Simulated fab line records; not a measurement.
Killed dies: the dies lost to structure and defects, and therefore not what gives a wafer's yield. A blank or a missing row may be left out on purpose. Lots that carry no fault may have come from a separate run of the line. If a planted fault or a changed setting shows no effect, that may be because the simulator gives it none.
fab line records	flow sky130
[record] lots = 12	wafers = 36	last_day = 50
route steps=708 shown LI_CONTACT@365 CONTACT@408 PAD_OPEN@708
lots that met no fault: from a run of the same line without faults
start_h: start of the lot's first displayed wafer, in hours after the record's first day	wait_h: hours elapsed since this lot's preceding step	" repeats the value in the row above	L1.1+2: a single row standing in for several wafers	- value missing, or start not given	* or withheld: withheld	< > ~ a bound
route shown NAME@n: NAME is a module with steps in the file, n the number in the route of the first one	usual: mean/standard deviation taken from wafers without a fault	same: alike in all rows	chamber/n: place in a boat	sites: each site's reading	_std_site: how widely they spread, as a standard deviation	_edge_site: the outer-site mean with the inner-site mean subtracted	radius_mm: how far each site lies from the wafer's centre	mask NAME#n: copy n	behind: tool/chamber where the wafer was last shaped	hold: why the lot was held/for how many hours/how that ended	device: whichever transistor did not switch (one of n, p or np)	end of line: tests of these same wafers at the route's end	a step with no rows: only its recipe	killed: dies lost to structure and defects at the first sort, not the wafer's yield	map: a wafer's dies, x killed, . not, _ none there
set.NAME: the setting the step ran with; set.NAME@STEP: the setting that earlier step ran with	model.NAME: the simulator's own value behind a step, which no gauge read
route steps across a sampled set of lots; one table per step, one row per wafer
services: the hour from which a tool's chamber was out of use, counted from the record's first day as start_h (under 0 if before that day), plus the number of hours and why
[[steps]]
[step SKY_LI_CONTACT_BOW_MEAS_03]
[recipe] mode = bow
[usual] LI_CONTACT_BOW = 57/6.5
lot.wafer	tool	chamber	start_h	wait_h	LI_CONTACT_BOW[um]
L822.1	film_metro-03	-	643.75	0.1	60
L822.2	"	-	"	"	64
L822.6	"	-	"	"	53
L823.2	film_metro-01	-	650.51	0.2	61
L823.3	"	-	"	"	56
L823.6	"	-	"	"	49
L825.2	film_metro-03	-	673.01	0.2	60
L825.4	"	-	"	"	51
L825.5	"	-	"	"	60
L826.1	film_metro-01	-	677.46	0.2	57
L826.3	"	-	"	"	63
L826.5	"	-	"	"	63
L828.1	film_metro-03	-	706.61	0.1	54
L828.3	"	-	"	"	48
L828.6	"	-	"	"	58
L830.2	film_metro-04	-	729.22	0.2	54
L830.4	"	-	"	"	55
L830.5	"	-	"	"	56
L836.1	film_metro-01	-	769.99	0.1	60
L836.2	"	-	"	"	66
L836.6	"	-	"	"	59
L840.1	film_metro-01	-	796.59	0.1	68
L840.4	"	-	"	"	59
L840.6	"	-	"	"	55
L841.1	film_metro-01	-	804.61	0.2	46
L841.2	"	-	"	"	43
L841.3	"	-	"	"	59
L843.1	film_metro-04	-	823.21	0.1	50
L843.2	"	-	"	"	56
L843.6	"	-	"	"	57
L845.3	film_metro-01	-	840.03	0.2	62
L845.4	"	-	"	"	67
L845.5	"	-	"	"	53
L844.1	film_metro-03	-	840.64	0.1	51
L844.3	"	-	"	"	71
L844.5	"	-	"	"	61
[step SKY_LI_CONTACT_SPUTTER_19]
[recipe] material = Ti	target_thk_nm = 20	chamber_pressure_pa = 5	power_w = 2500	substrate_temp_c = 200	time_s = 106.37
[usual] throttle_valve_pct = 30.0/1.2
lot.wafer	tool	chamber	start_h	wait_h	throttle_valve_pct
L822.1	pvd_sputter-04	-	672.85	0.0	30.7
L822.2	"	-	"	"	30.3
L822.6	"	-	"	"	30.6
L823.2	pvd_sputter-01	-	679.50	0.0	29.3
L823.3	"	-	"	"	32.1
L823.6	"	-	"	"	31.1
L825.2	pvd_sputter-01	-	701.82	0.0	31.0
L825.4	"	-	"	"	32.0
L825.5	"	-	"	"	30.9
L826.1	pvd_sputter-03	-	706.56	0.0	29.6
L826.3	"	-	"	"	31.4
L826.5	"	-	"	"	29.5
L828.1	pvd_sputter-04	-	737.23	0.0	28.8
L828.3	"	-	"	"	31.1
L828.6	"	-	"	"	28.8
L830.2	pvd_sputter-04	-	758.30	0.0	30.3
L830.4	"	-	"	"	28.6
L830.5	"	-	"	"	28.7
L836.1	pvd_sputter-03	-	797.50	0.0	29.5
L836.2	"	-	"	"	31.4
L836.6	"	-	"	"	31.1
L840.1	pvd_sputter-01	-	823.11	0.0	31.1
L840.4	"	-	"	"	29.2
L840.6	"	-	"	"	29.1
L841.1	pvd_sputter-04	-	831.65	0.0	30.7
L841.2	"	-	"	"	31.1
L841.3	"	-	"	"	30.3
L843.1	pvd_sputter-03	-	849.80	0.0	28.1
L843.2	"	-	"	"	31.4
L843.6	"	-	"	"	28.6
L845.3	pvd_sputter-03	-	867.22	0.0	30.4
L845.4	"	-	"	"	29.6
L845.5	"	-	"	"	30.2
L844.1	pvd_sputter-01	-	867.55	0.0	31.2
L844.3	"	-	"	"	32.2
L844.5	"	-	"	"	31.2
[step SKY_CONTACT_HDPCVD_02]
[recipe] material = SiO2	target_thk_nm = 565	sigma_open_frac = 0.3	time_s = 94.2	temp_c = 600	sih4_flow_sccm = 60	pressure_mtorr = 6
[usual] pressure_mtorr = 6.000/0.012	run_length_s = 122.2/0.47
lot.wafer	tool	chamber	start_h	wait_h	pressure_mtorr	run_length_s
L822.1	hdpcvd-01	0	703.07	0.1	6.004	122.8
L822.2	"	2	"	"	6.007	121.5
L822.6	"	0	"	"	6.024	122.6
L823.2	hdpcvd-02	2	710.19	0.0	6.004	122.0
L823.3	"	1	"	"	5.993	121.8
L823.6	"	1	"	"	6.006	122.0
L825.2	hdpcvd-02	1	732.30	0.0	5.984	121.8
L825.4	"	0	"	"	6.013	121.4
L825.5	"	2	"	"	5.997	122.3
L826.1	hdpcvd-01	0	737.88	0.1	6.010	122.3
L826.3	"	1	"	"	5.992	122.5
L826.5	"	0	"	"	6.024	122.6
L828.1	hdpcvd-01	1	767.12	0.1	5.999	122.9
L828.3	"	0	"	"	5.995	122.6
L828.6	"	2	"	"	6.006	121.8
L830.2	hdpcvd-01	2	786.99	0.0	5.999	121.6
L830.4	"	1	"	"	6.017	122.2
L830.5	"	0	"	"	5.994	122.9
L836.1	hdpcvd-02	0	826.36	0.1	5.988	122.4
L836.2	"	1	"	"	5.996	121.9
L836.6	"	2	"	"	5.992	123.1
L840.1	hdpcvd-01	1	851.22	0.1	-	-
L840.4	"	2	"	"	-	-
L840.6	"	1	"	"	-	-
L841.1	hdpcvd-02	0	859.41	0.1	-	-
L841.2	"	1	"	"	-	-
L841.3	"	2	"	"	-	-
L843.1	hdpcvd-02	1	878.37	0.1	5.985	121.9
L843.2	"	2	"	"	5.998	122.1
L843.6	"	0	"	"	5.999	121.3
L845.3	hdpcvd-02	2	895.14	0.0	5.998	122.2
L845.4	"	2	"	"	5.991	122.5
L845.5	"	1	"	"	6.000	122.0
L844.1	hdpcvd-01	1	895.73	0.1	6.010	122.5
L844.3	"	0	"	"	5.997	122.3
L844.5	"	0	"	"	6.020	122.3
[step SKY_CONTACT_BOW_MEAS_05]
[recipe] mode = bow
[usual] CONTACT_BOW = 83/6.6
lot.wafer	tool	chamber	start_h	wait_h	CONTACT_BOW[um]
L822.1	film_metro-02	-	703.50	0.1	88
L822.2	"	-	"	"	91
L822.6	"	-	"	"	79
L823.2	film_metro-03	-	710.64	0.2	85
L823.3	"	-	"	"	81
L823.6	"	-	"	"	73
L825.2	film_metro-03	-	732.75	0.1	87
L825.4	"	-	"	"	78
L825.5	"	-	"	"	86
L826.1	film_metro-02	-	738.31	0.2	82
L826.3	"	-	"	"	90
L826.5	"	-	"	"	89
L828.1	film_metro-03	-	767.55	0.2	78
L828.3	"	-	"	"	74
L828.6	"	-	"	"	83
L830.2	film_metro-03	-	787.43	0.1	82
L830.4	"	-	"	"	85
L830.5	"	-	"	"	85
L836.1	film_metro-01	-	826.79	0.1	89
L836.2	"	-	"	"	92
L836.6	"	-	"	"	87
L840.1	film_metro-01	-	851.65	0.1	78
L840.4	"	-	"	"	69
L840.6	"	-	"	"	65
L841.1	film_metro-02	-	859.84	0.2	55
L841.2	"	-	"	"	53
L841.3	"	-	"	"	69
L843.1	film_metro-02	-	878.83	0.3	76
L843.2	"	-	"	"	83
L843.6	"	-	"	"	84
L845.3	film_metro-02	-	895.60	0.1	90
L845.4	"	-	"	"	94
L845.5	"	-	"	"	80
L844.1	film_metro-02	-	896.16	0.2	80
L844.3	"	-	"	"	100
L844.5	"	-	"	"	90
[step SKY_CONTACT_OVL_MEAS_15]
[usual] CONTACT_OVL = 1/6.1
lot.wafer	tool	chamber	start_h	wait_h	CONTACT_OVL[nm]
L822.1	overlay-01	-	731.86	0.1	0
L822.2	"	-	"	"	-1
L822.6	"	-	"	"	-6
L823.2	overlay-02	-	738.59	0.1	-5
L823.3	"	-	"	"	-3
L823.6	"	-	"	"	0
L825.2	overlay-02	-	760.94	0.1	0
L825.4	"	-	"	"	1
L825.5	"	-	"	"	-6
L826.1	overlay-02	-	766.63	0.1	-5
L826.3	"	-	"	"	-2
L826.5	"	-	"	"	-3
L828.1	overlay-01	-	794.84	0.1	-1
L828.3	"	-	"	"	-1
L828.6	"	-	"	"	2
L830.2	overlay-02	-	814.14	0.1	-13
L830.4	"	-	"	"	-15
L830.5	"	-	"	"	-5
L836.1	overlay-01	-	853.89	0.1	-6
L836.2	"	-	"	"	-14
L836.6	"	-	"	"	-11
L840.1	overlay-01	-	877.94	0.1	2
L840.4	"	-	"	"	-5
L840.6	"	-	"	"	-3
L841.1	overlay-01	-	886.49	0.1	5
L841.2	"	-	"	"	3
L841.3	"	-	"	"	4
L843.1	overlay-01	-	905.23	0.1	4
L843.2	"	-	"	"	6
L843.6	"	-	"	"	5
L845.3	overlay-02	-	920.90	0.1	-5
L845.4	"	-	"	"	-4
L845.5	"	-	"	"	-7
L844.1	overlay-01	-	921.24	0.1	4
L844.3	"	-	"	"	9
L844.5	"	-	"	"	7
[step SKY_CONTACT_ETCH_17]
[recipe] target = SiO2	chemistry = C4F8/O2/Ar	stop_on = Si3N4	mask_material = KrF-thick	source_w = 1500	bias_w = 1200	pressure_mtorr = 40	c4f8_flow_sccm = withheld	O2_flow_sccm = 6	Ar_flow_sccm = 300	time_s = withheld	target_depth_a = 3400
[usual] chamber_pressure_mTorr = 40.00/0.037	oes_product_au = 0.890/0.0053
lot.wafer	tool	chamber	start_h	wait_h	chamber_pressure_mTorr	oes_product_au
L822.1	rie_diel-03	2	731.94	0.0	40.01	0.891
L822.2	"	1	"	"	39.98	0.897
L822.6	"	1	"	"	40.01	0.885
L823.2	rie_diel-02	2	738.66	0.0	39.92	0.889
L823.3	"	3	"	"	40.00	0.889
L823.6	"	1	"	"	40.01	0.896
L825.2	rie_diel-02	0	761.01	0.0	40.00	0.893
L825.4	"	1	"	"	39.97	0.892
L825.5	"	3	"	"	39.96	0.887
L826.1	rie_diel-03	3	766.71	0.0	39.99	0.886
L826.3	"	2	"	"	40.03	0.900
L826.5	"	3	"	"	39.95	0.886
L828.1	rie_diel-03	3	794.92	0.0	40.07	0.896
L828.3	"	2	"	"	40.04	0.891
L828.6	"	3	"	"	40.06	0.892
L830.2	rie_diel-02	0	814.21	0.0	40.03	0.894
L830.4	"	1	"	"	39.98	0.892
L830.5	"	0	"	"	40.02	0.893
L836.1	rie_diel-02	3	853.97	0.0	40.02	0.890
L836.2	"	2	"	"	39.98	0.893
L836.6	"	2	"	"	40.06	0.882
L840.1	rie_diel-04	2	878.02	0.0	39.94	0.377
L840.4	"	0	"	"	40.05	0.371
L840.6	"	3	"	"	39.98	0.383
L841.1	rie_diel-02	3	886.57	0.0	40.00	0.370
L841.2	"	0	"	"	40.05	0.380
L841.3	"	2	"	"	40.03	0.377
L843.1	rie_diel-04	2	905.31	0.0	40.01	0.894
L843.2	"	1	"	"	39.95	0.891
L843.6	"	1	"	"	39.98	0.889
L845.3	rie_diel-04	3	920.97	0.0	39.93	0.891
L845.4	"	1	"	"	40.00	0.888
L845.5	"	1	"	"	40.03	0.893
L844.1	rie_diel-02	3	921.32	0.0	39.96	0.892
L844.3	"	1	"	"	40.03	0.883
L844.5	"	0	"	"	39.92	0.881
[step SKY_PAD_OPEN_PROBE_99]
[usual] killed_at_M0_to_M3 = 42/6.9	killed_at_M4_up = 3.2/1.7	killed_at_contacts = 25/5.1	killed_at_front_end = 15/4.5	killed_at_other = 0.4/0.63	killed_dies = 86/9.3	killed_on_rim = 17/3.9	killed_open = 46/7	killed_short = 39/6.9
[same] gross_dies = 492	killed_at_back_side = 0
lot.wafer	tool	chamber	start_h	wait_h	killed_at_M0_to_M3	killed_at_M4_up	killed_at_contacts	killed_at_front_end	killed_at_other	killed_dies	killed_on_rim	killed_open	killed_short
L822.1	prober-01	-	1077.19	0.1	44	1	29	15	0	89	8	51	38
L822.2	prober-01	-	1077.24	0.1	30	4	27	18	0	79	16	49	29
L822.6	prober-01	-	1077.44	0.2	40	4	29	21	0	94	20	60	34
L823.2	prober-02	-	1079.73	0.1	35	2	32	13	0	82	8	51	29
L823.3	prober-02	-	1079.78	0.2	47	4	31	9	1	92	18	46	46
L823.6	prober-02	-	1079.93	0.2	42	3	25	14	0	84	17	53	29
L825.2	prober-02	-	1096.54	0.1	42	8	20	17	0	87	21	48	39
L825.4	prober-02	-	1096.64	0.2	28	3	24	23	0	78	14	46	32
L825.5	prober-02	-	1096.69	0.2	49	3	32	15	0	99	15	61	38
L826.1	prober-01	-	1102.98	0.1	34	2	23	17	1	77	22	36	40
L826.3	prober-01	-	1103.08	0.2	35	6	20	19	1	81	11	45	35
L826.5	prober-01	-	1103.18	0.2	37	4	22	13	1	77	21	38	39
L828.1	prober-01	-	1123.78	0.1	40	2	17	16	1	76	20	35	40
L828.3	prober-01	-	1123.88	0.2	47	1	18	15	3	84	15	41	41
L828.6	prober-01	-	1124.03	0.2	47	2	31	16	0	96	23	55	41
L830.2	prober-01	-	1136.50	0.1	42	3	26	13	0	84	15	45	38
L830.4	prober-01	-	1136.60	0.2	38	3	20	17	0	78	16	43	35
L830.5	prober-01	-	1136.65	0.2	50	6	21	18	0	95	22	49	46
L836.1	prober-02	-	1164.39	0.1	46	3	19	14	0	82	18	39	43
L836.2	prober-02	-	1164.44	0.1	39	3	28	11	1	82	13	49	32
L836.6	prober-02	-	1164.64	0.2	41	1	29	8	0	79	20	44	35
L840.1	prober-02	-	1180.64	0.1	9	1	480	1	1	492	96	12	5
L840.4	prober-02	-	1180.79	0.2	9	1	478	4	0	492	96	9	5
L840.6	prober-02	-	1180.89	0.2	8	0	477	6	1	492	96	13	4
L841.1	prober-01	-	1187.15	0.1	7	1	481	3	0	492	96	6	5
L841.2	prober-01	-	1187.20	0.1	13	2	474	3	0	492	96	11	13
L841.3	prober-01	-	1187.25	0.2	5	0	484	2	1	492	96	7	4
L843.1	prober-01	-	1198.09	0.1	46	5	26	17	1	95	27	40	54
L843.2	prober-01	-	1198.14	0.1	57	2	27	19	0	105	22	51	54
L843.6	prober-01	-	1198.34	0.2	45	1	26	16	0	88	17	43	44
L845.3	prober-02	-	1207.09	0.2	44	3	28	12	1	88	23	53	35
L845.4	prober-02	-	1207.14	0.2	49	2	24	12	0	87	15	46	41
L845.5	prober-02	-	1207.19	0.2	35	4	17	13	0	69	15	43	26
L844.1	prober-01	-	1208.03	0.1	41	0	30	17	0	88	18	43	45
L844.3	prober-01	-	1208.13	0.2	59	2	23	17	1	102	24	54	48
L844.5	prober-01	-	1208.23	0.2	37	1	19	13	0	70	14	41	29
// killed by level:class
L822.1 CONTACT:geometric_particle:open=12 LI_CONTACT:geometric_particle:open=8 VIA2:geometric_particle:open=8 VIA3:geometric_particle:short=7 VIA1:geometric_particle:short=6 VIA1:geometric_particle:open=6 METAL2:geometric_particle:short=6 VIA3:geometric_particle:open=6
L822.2 CONTACT:geometric_particle:open=11 VIA3:geometric_particle:open=8 LI_CONTACT:geometric_particle:open=7 VIA1:geometric_particle:open=7 FIELD_ISO:geometric_particle:short=4 POLY_GATE:geometric_particle:short=4 LOCAL_INTERCONNECT:geometric_particle:short=4 FIELD_ISO:geometric_particle:open=3
L822.6 VIA1:geometric_particle:open=12 CONTACT:geometric_particle:open=11 SPACER:geometric_particle:open=7 VIA3:geometric_particle:open=7 LI_CONTACT:geometric_particle:open=6 LOCAL_INTERCONNECT:geometric_particle:short=6 FIELD_ISO:geometric_particle:open=5 VIA2:geometric_particle:open=5
L823.2 LI_CONTACT:geometric_particle:open=12 CONTACT:geometric_particle:open=12 VIA1:geometric_particle:open=11 VIA1:geometric_particle:short=6 VIA3:geometric_particle:open=5 CONTACT:geometric_particle:short=4 METAL2:geometric_particle:short=3 VIA2:geometric_particle:open=3
L823.3 CONTACT:geometric_particle:open=11 VIA1:geometric_particle:open=11 LI_CONTACT:geometric_particle:open=10 VIA3:geometric_particle:short=8 METAL1:geometric_particle:short=7 METAL2:geometric_particle:short=6 CONTACT:geometric_particle:short=5 VIA3:geometric_particle:open=5
L823.6 CONTACT:geometric_particle:open=11 LI_CONTACT:geometric_particle:open=8 VIA1:geometric_particle:open=8 VIA3:geometric_particle:open=6 METAL1:geometric_particle:short=6 METAL2:geometric_particle:short=5 FIELD_ISO:geometric_particle:open=4 VIA1:geometric_particle:short=4
L825.2 VIA3:geometric_particle:open=9 METAL1:geometric_particle:short=8 VIA2:geometric_particle:open=7 CONTACT:geometric_particle:open=7 METAL4:geometric_particle:short=6 VIA1:geometric_particle:short=6 VIA1:geometric_particle:open=6 POLY_GATE:geometric_particle:open=5
L825.4 LI_CONTACT:geometric_particle:open=11 CONTACT:geometric_particle:open=7 VIA2:geometric_particle:open=7 POLY_GATE:geometric_particle:open=6 VIA1:geometric_particle:open=6 VIA1:geometric_particle:short=5 FIELD_ISO:geometric_particle:short=4 VIA3:geometric_particle:short=3
L825.5 CONTACT:geometric_particle:open=13 LI_CONTACT:geometric_particle:open=12 VIA1:geometric_particle:open=11 METAL1:geometric_particle:short=7 VIA1:geometric_particle:short=7 VIA3:geometric_particle:open=7 POLY_GATE:geometric_particle:open=6 METAL1:geometric_particle:open=5
L826.1 VIA2:geometric_particle:open=7 LI_CONTACT:geometric_particle:open=7 CONTACT:geometric_particle:open=7 METAL1:geometric_particle:short=6 METAL2:geometric_particle:short=6 FIELD_ISO:geometric_particle:short=5 POLY_GATE:geometric_particle:short=5 VIA1:geometric_particle:open=5
L826.3 VIA3:geometric_particle:open=11 FIELD_ISO:geometric_particle:open=8 VIA1:geometric_particle:open=7 LI_CONTACT:geometric_particle:open=5 LI_CONTACT:geometric_particle:short=4 CONTACT:geometric_particle:open=4 METAL1:geometric_particle:short=4 VIA1:geometric_particle:short=4
L826.5 POLY_GATE:geometric_particle:short=7 LI_CONTACT:geometric_particle:open=7 VIA2:geometric_particle:open=7 VIA1:geometric_particle:open=7 CONTACT:geometric_particle:open=6 VIA3:geometric_particle:short=5 METAL2:geometric_particle:short=5 VIA3:geometric_particle:open=5
L828.1 VIA1:geometric_particle:short=9 VIA1:geometric_particle:open=8 CONTACT:geometric_particle:open=6 POLY_GATE:geometric_particle:open=5 POLY_GATE:geometric_particle:short=4 CONTACT:geometric_particle:short=4 METAL1:geometric_particle:short=4 FIELD_ISO:geometric_particle:short=3
L828.3 VIA2:geometric_particle:open=10 VIA1:geometric_particle:open=8 VIA1:geometric_particle:short=7 VIA3:geometric_particle:open=6 LI_CONTACT:geometric_particle:open=5 POLY_GATE:geometric_particle:short=4 POLY_GATE:geometric_particle:open=4 VIA2:geometric_particle:short=4
L828.6 CONTACT:geometric_particle:open=11 VIA2:geometric_particle:open=11 METAL1:geometric_particle:short=9 VIA1:geometric_particle:open=9 FIELD_ISO:geometric_particle:open=8 CONTACT:geometric_particle:short=8 LI_CONTACT:geometric_particle:open=6 LOCAL_INTERCONNECT:geometric_particle:short=4
L830.2 VIA1:geometric_particle:open=11 CONTACT:geometric_particle:open=9 LI_CONTACT:geometric_particle:open=7 METAL1:geometric_particle:short=7 VIA2:geometric_particle:open=5 CONTACT:geometric_particle:short=4 POLY_GATE:geometric_particle:short=4 LOCAL_INTERCONNECT:geometric_particle:short=4
L830.4 VIA1:geometric_particle:open=10 VIA2:geometric_particle:open=6 FIELD_ISO:geometric_particle:open=5 CONTACT:geometric_particle:open=5 METAL2:geometric_particle:short=5 LI_CONTACT:geometric_particle:open=4 LOCAL_INTERCONNECT:geometric_particle:short=4 CONTACT:geometric_particle:short=4
L830.5 VIA1:geometric_particle:open=11 CONTACT:geometric_particle:open=10 VIA2:geometric_particle:open=9 VIA1:geometric_particle:short=6 METAL2:geometric_particle:short=6 POLY_GATE:geometric_particle:short=5 VIA2:geometric_particle:short=5 METAL4:geometric_particle:short=5
L836.1 VIA1:geometric_particle:open=10 METAL2:geometric_particle:short=10 VIA2:geometric_particle:open=8 CONTACT:geometric_particle:open=8 VIA1:geometric_particle:short=6 POLY_GATE:geometric_particle:short=5 CONTACT:geometric_particle:short=5 FIELD_ISO:geometric_particle:short=4
L836.2 CONTACT:geometric_particle:open=15 VIA3:geometric_particle:open=9 VIA1:geometric_particle:open=8 METAL1:geometric_particle:short=5 FIELD_ISO:geometric_particle:short=4 LI_CONTACT:geometric_particle:short=4 POLY_GATE:geometric_particle:open=3 LI_CONTACT:geometric_particle:open=3
L836.6 LI_CONTACT:geometric_particle:open=15 CONTACT:geometric_particle:open=8 METAL1:geometric_particle:short=7 VIA1:geometric_particle:open=6 VIA3:geometric_particle:open=5 POLY_GATE:geometric_particle:short=4 VIA1:geometric_particle:short=4 VIA3:geometric_particle:short=4
L840.1 CONTACT:lost_pattern=472 VIA1:geometric_particle:open=5 LI_CONTACT:geometric_particle:open=3 CONTACT:geometric_particle:open=2 POLY_GATE:geometric_particle:short=1 LOCAL_INTERCONNECT:geometric_particle:open=1 CONTACT:geometric_particle:short=1 METAL1:geometric_particle:short=1
L840.4 CONTACT:lost_pattern=475 VIA1:geometric_particle:open=4 FIELD_ISO:geometric_particle:open=2 FIELD_ISO:geometric_particle:short=2 LI_CONTACT:geometric_particle:open=1 CONTACT:geometric_particle:short=1 VIA2:geometric_particle:short=1 VIA2:geometric_particle:open=1
L840.6 CONTACT:lost_pattern=473 VIA2:geometric_particle:open=3 FIELD_ISO:geometric_particle:open=2 FIELD_ISO:geometric_particle:short=2 LI_CONTACT:geometric_particle:open=2 VIA1:geometric_particle:short=2 SONOS_ONO:geometric_particle:open=1 POLY_GATE:geometric_particle:open=1
L841.1 CONTACT:lost_pattern=477 FIELD_ISO:geometric_particle:short=2 LI_CONTACT:geometric_particle:open=2 VIA2:geometric_particle:open=2 FIELD_ISO:geometric_particle:open=1 CONTACT:geometric_particle:short=1 VIA1:geometric_particle:open=1 METAL2:geometric_particle:short=1
L841.2 CONTACT:lost_pattern=468 CONTACT:geometric_particle:open=3 VIA3:geometric_particle:open=3 METAL2:geometric_particle:short=2 LI_CONTACT:geometric_particle:open=2 METAL1:geometric_particle:short=2 VIA2:geometric_particle:short=2 METAL4:geometric_particle:short=2
L841.3 CONTACT:lost_pattern=479 LOCAL_INTERCONNECT:geometric_particle:short=3 CONTACT:geometric_particle:open=2 POLY_GATE:geometric_particle:open=1 SPACER:geometric_particle:open=1 VIA2:geometric_particle:open=1 VIA1:geometric_particle:open=1 VIA2:geometric_particle:short=1
L843.1 METAL1:geometric_particle:short=10 VIA1:geometric_particle:open=9 CONTACT:geometric_particle:open=8 METAL2:geometric_particle:short=7 LOCAL_INTERCONNECT:geometric_particle:short=7 VIA2:geometric_particle:open=6 METAL4:geometric_particle:short=5 CONTACT:geometric_particle:short=5
L843.2 VIA1:geometric_particle:open=13 CONTACT:geometric_particle:open=12 VIA1:geometric_particle:short=10 FIELD_ISO:geometric_particle:short=6 METAL1:geometric_particle:short=6 VIA3:geometric_particle:open=6 VIA2:geometric_particle:open=5 VIA3:geometric_particle:short=5
L843.6 CONTACT:geometric_particle:open=10 METAL1:geometric_particle:short=8 VIA1:geometric_particle:open=7 LOCAL_INTERCONNECT:geometric_particle:short=7 VIA2:geometric_particle:open=7 LI_CONTACT:geometric_particle:open=6 METAL2:geometric_particle:short=6 FIELD_ISO:geometric_particle:short=5
L845.3 VIA1:geometric_particle:open=13 CONTACT:geometric_particle:open=11 CONTACT:geometric_particle:short=8 VIA3:geometric_particle:open=7 VIA1:geometric_particle:short=6 METAL2:geometric_particle:short=6 VIA2:geometric_particle:open=6 LI_CONTACT:geometric_particle:open=5
L845.4 VIA1:geometric_particle:open=11 CONTACT:geometric_particle:short=8 VIA3:geometric_particle:open=8 CONTACT:geometric_particle:open=7 METAL2:geometric_particle:short=7 METAL1:geometric_particle:short=7 FIELD_ISO:geometric_particle:open=5 LI_CONTACT:geometric_particle:open=5
L845.5 VIA1:geometric_particle:open=9 CONTACT:geometric_particle:open=7 VIA2:geometric_particle:open=7 VIA3:geometric_particle:short=6 POLY_GATE:geometric_particle:open=5 VIA3:geometric_particle:open=4 LI_CONTACT:geometric_particle:open=3 LOCAL_INTERCONNECT:geometric_particle:short=3
L844.1 CONTACT:geometric_particle:open=12 VIA1:geometric_particle:open=9 LI_CONTACT:geometric_particle:open=8 METAL1:geometric_particle:short=8 LOCAL_INTERCONNECT:geometric_particle:short=5 VIA2:geometric_particle:open=5 VIA3:geometric_particle:short=5 FIELD_ISO:geometric_particle:short=4
L844.3 VIA1:geometric_particle:open=16 METAL1:geometric_particle:short=12 VIA3:geometric_particle:open=8 CONTACT:geometric_particle:short=7 CONTACT:geometric_particle:open=6 FIELD_ISO:geometric_particle:open=5 POLY_GATE:geometric_particle:open=5 LI_CONTACT:geometric_particle:open=5
L844.5 VIA1:geometric_particle:open=9 CONTACT:geometric_particle:open=6 VIA2:geometric_particle:open=6 VIA3:geometric_particle:open=6 METAL2:geometric_particle:short=5 FIELD_ISO:geometric_particle:short=4 POLY_GATE:geometric_particle:short=4 LI_CONTACT:geometric_particle:open=4
[[services]]
tool	chamber	start_h	hours	kind
hdpcvd-01	-	650.75	15.0	pm
rie_diel-04	3	653.81	15.8	repair
hdpcvd-02	0	661.97	10.2	repair
rie_diel-04	0	664.25	4.0	repair
rie_diel-04	1	666.64	1.3	repair
pvd_sputter-03	-	677.96	0.5	repair
hdpcvd-02	-	683.21	6.0	pm
hdpcvd-01	-	689.00	4.1	repair
hdpcvd-01	-	693.13	5.5	pm
rie_diel-03	-	694.89	0.8	repair
pvd_sputter-04	-	699.35	7.9	repair
rie_diel-02	2	702.01	2.2	repair
rie_diel-04	-	704.10	2.8	pm
pvd_sputter-01	-	714.41	0.7	repair
rie_diel-03	2	728.07	1.2	repair
rie_diel-04	-	728.15	76.0	repair
rie_diel-04	3	745.12	5.5	repair
pvd_sputter-01	-	761.43	2.8	repair
rie_diel-02	-	787.82	2.8	pm
pvd_sputter-01	-	796.74	4.7	repair
rie_diel-02	1	869.65	4.2	repair
pvd_sputter-03	-	893.67	2.5	repair
hdpcvd-01	-	898.99	28.1	pm
hdpcvd-02	-	916.96	0.9	repair
[[key]]
[first_sign] step = SKY_CONTACT_HDPCVD_02	reading = tool_record	direction = missing
[effect] step = SKY_CONTACT_BOW_MEAS_05	reading = CONTACT_BOW	direction = down	sigmas = 2.8	usual = 83	struck = 65
[effect] step = SKY_CONTACT_ETCH_17	reading = oes_product_au	direction = down	sigmas = 97	usual = 0.890	struck = 0.376
[effect] step = SKY_PAD_OPEN_PROBE_99	reading = killed_at_contacts	direction = up	sigmas = 88	usual = 25	struck = 479
met_at SKY_CONTACT_HDPCVD_02
struck_lots L840,L841
later_rows_left_out L840.1,L840.4,L840.6,L841.1,L841.2,L841.3
tester_left_out L840,L841
not_acting_at SKY_LI_CONTACT_BOW_MEAS_03,SKY_LI_CONTACT_SPUTTER_19,SKY_CONTACT_OVL_MEAS_15
onset_between 826.36 851.22
[fault] kind = skipped_step_whole	tool = hdpcvd-01,hdpcvd-02	chamber = -	onset_h = 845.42	steps = SKY_CONTACT_HDPCVD_02	scope = struck_lots_only
// tester_left_out: of these lots the tester's yield and bins aren't shown, on N5 and GAA mostly nor the transistor test; their killed dies are dies lost to structure and defects alone, not to doping, threshold or leakage, so they don't give the yield
// later_rows_left_out: the simulator's readings of these wafers behind a module that went badly wrong aren't trusted and aren't shown, but for the sort
